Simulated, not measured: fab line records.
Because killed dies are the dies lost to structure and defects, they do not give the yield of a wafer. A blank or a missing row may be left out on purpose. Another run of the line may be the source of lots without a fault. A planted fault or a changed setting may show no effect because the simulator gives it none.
Code-filled problem report in 8D (eight disciplines) form | flow gf180mcu | the parts of the form that need people (team, actions taken, sign-off) are left out

== 1. WHAT IS WRONG ==
At GF_SALICIDE_RTA_08, wafer_temp_C_max averages 719.5 over 6 wafers from 2 lots, while fault-free wafers read 803.6, standard deviation 1.2. That is -70 standard deviations from the usual mean.
The step: time 30 s.
Seen first at day 20 02:57 on rtp_anneal-02, wafer L522.1. Wafers with a number at this step in the record: 18, from 6 lots. Rule for "out", or "out of limits": more than 4 standard deviations from the usual mean. The rest of the wafers with a number are treated as sound.

== 2. WHAT IT IS, WHAT IT ISN'T ==
question                    | is                               | is not
which readings at this step | wafer_temp_C_max, lamp_power_pct | -
which lots                  | L522, L524                       | L511, L521, L523, L529
which wafers of those lots  | all that have a number           | -
read on which tools         | rtp_anneal-02                    | rtp_anneal-01
when                        | from day 20 02:57                | up to then (6 sound wafers); but 6 sound wafers of L523, L529 came after

== 3. THE SUSPECTS, EACH WITH WHAT RULES IT OUT ==
Counting: a tool stays on the suspect list if, at a process step up to the reading, it processed all lots that are out and no sound lot following the first of them.
- pvd_sputter-02 at GF_SALICIDE_SPUTTER_02 (material Co, target thk 10 nm, time 20 s): ruled out as a lasting fault. After its first lot that is out, L522 (day 20 02:32), sound lots L529 ran on it.
- pvd_sputter-02 at GF_SALICIDE_SPUTTER_03 (material TiN, target thk 20 nm, time 16.7 s): ruled out as a lasting fault. After its first lot that is out, L522 (day 20 02:33), sound lots L529 ran on it.
- rtp_anneal-01 at GF_SALICIDE_RTA_06 (time 30 s): kept. It processed each lot that is out, first L522 at day 20 02:46, and no sound lot thereafter; up to then, the last sound lot it processed was L521 at day 19 23:35.
- rtp_anneal-02 at GF_SALICIDE_RTA_08 (time 30 s): kept. It processed each lot that is out, first L522 at day 20 02:57, and no sound lot thereafter; up to then, the last sound lot it processed was L521 at day 19 23:46. Out on those wafers are its own readings of lamp_power_pct, wafer_temp_C_max.
The count leaves rtp_anneal-02 at GF_SALICIDE_RTA_08 and rtp_anneal-01 at GF_SALICIDE_RTA_06.

== 4. THE CAUSE (what the simulator had put in) ==
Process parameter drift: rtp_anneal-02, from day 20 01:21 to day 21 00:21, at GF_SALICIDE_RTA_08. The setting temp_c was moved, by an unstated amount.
Of the 2 suspects that counting leaves, this tool is one.

== 5. THE EFFECT CHAIN, in route order ==
One row per reading whose mean, taken over the struck wafers that have a number, lies over 3 standard deviations from the usual. Only readings for which the record gives a usual standard deviation are gone through. hours: the time from each lot's start at the first step in this table that gives one to its start at this step, as a median over the lots. sigmas: the change in usual standard deviations.
hours | step               | reading          | usual  | on struck wafers | change | sigmas
0     | GF_SALICIDE_RTA_08 | lamp_power_pct   | 16.9 % | 12.1             | -4.8   | -5.2
0     | GF_SALICIDE_RTA_08 | wafer_temp_C_max | 803.6  | 719.5            | -84.1  | -70
Process steps it contains:
- GF_SALICIDE_RTA_08: time 30 s.

== 6. HOW IT WOULD HAVE BEEN CAUGHT EARLIER ==
In this record the first reading out of limits was taken at day 20 02:57, 2 hours after the fault began at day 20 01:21.
